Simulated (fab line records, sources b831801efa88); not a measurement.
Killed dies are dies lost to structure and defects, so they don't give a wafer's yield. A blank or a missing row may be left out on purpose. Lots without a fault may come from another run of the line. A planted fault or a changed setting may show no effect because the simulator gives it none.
Chamber matching | flow gf180mcu | GF_V3_CMP_04 on cmp-02: 4 sister chambers
The step polishes SiO2. 22 wafers are shown with their chamber, then 11 later ones without.

WAFERS WITH THEIR CHAMBER
wafer  | chamber | motor_current_A (A) | time_to_endpoint_s (s)
L077.2 | 2       | 11.7                | 86
L077.5 | 1       | 9.6                 | 92
L077.6 | 0       | 12.7                | 87
L078.1 | 2       | 11.9                | 84
L078.3 | 3       | 11.2                | 78
L078.6 | 0       | 13.1                | 91
L080.2 | 2       | 11.3                | 84
L080.4 | 1       | 10.6                | 84
L080.6 | 2       | 11.9                | 88
L082.2 | 2       | 11.8                | 75
L082.5 | 2       | 11.4                | 93
L082.6 | 1       | 10.5                | 85
L086.3 | 2       | 12.0                | 70
L086.4 | 3       | 10.8                | 82
L086.5 | 1       | 10.9                | 78
L087.1 | 0       | 13.5                | 75
L087.3 | 3       | 10.9                | 77
L087.5 | 2       | 11.6                | 83
L090.2 | 0       | 13.3                | 82
L090.5 | 3       | 11.5                | 84
L090.6 | 0       | 13.3                | 84
L091.3 | 1       | 10.2                | 77

SIGNATURES (means of the wafers above)
reading            | chamber 0 | chamber 1 | chamber 2 | chamber 3 | scatter within a chamber
motor_current_A    | 13.180    | 10.360    | 11.700    | 11.100    | 0.34
time_to_endpoint_s | 83.80     | 83.20     | 82.88     | 80.25     | 6.2
Rule: a wafer's distance from a chamber is the root of the sum, over the readings, of the square of ((its reading less the chamber's mean) divided by the reading's scatter). The wafer belongs to the nearest chamber; if the next one is less than 2 further off, it can't be placed. The scatter: the root of (the sum of the squares of (reading less its chamber's mean) over the shown wafers, divided by (wafers less chambers)).

WAFERS WITHOUT THEIR CHAMBER
wafer  | motor_current_A (A) | time_to_endpoint_s (s)
L091.4 | 13.1                | 72
L091.6 | 12.0                | 77
L092.2 | 13.1                | 80
L092.3 | 10.9                | 76
L092.5 | 12.0                | 86
L093.1 | 13.2                | 80
L093.3 | 11.3                | 77
L093.4 | 10.4                | 82
L097.1 | 10.5                | 83
L097.2 | 11.4                | 79
L097.6 | 11.4                | 86

WHICH CHAMBER EACH WENT THROUGH
wafer  | from the rows above          | in truth
L091.4 | 0                            | 0
L091.6 | can't be placed: 2 or 3      | 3
L092.2 | 0                            | 0
L092.3 | can't be placed: 3 or 1 or 2 | 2
L092.5 | can't be placed: 2 or 3      | 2
L093.1 | 0                            | 0
L093.3 | can't be placed: 3 or 2      | 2
L093.4 | can't be placed: 1 or 3      | 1
L097.1 | can't be placed: 1 or 3      | 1
L097.2 | can't be placed: 3 or 2      | 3
L097.6 | can't be placed: 2 or 3      | 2
Placed correctly: 3 of 11. Can't be placed from these rows: 8 (the true chamber is among the candidates in 8). Placed wrongly: 0.
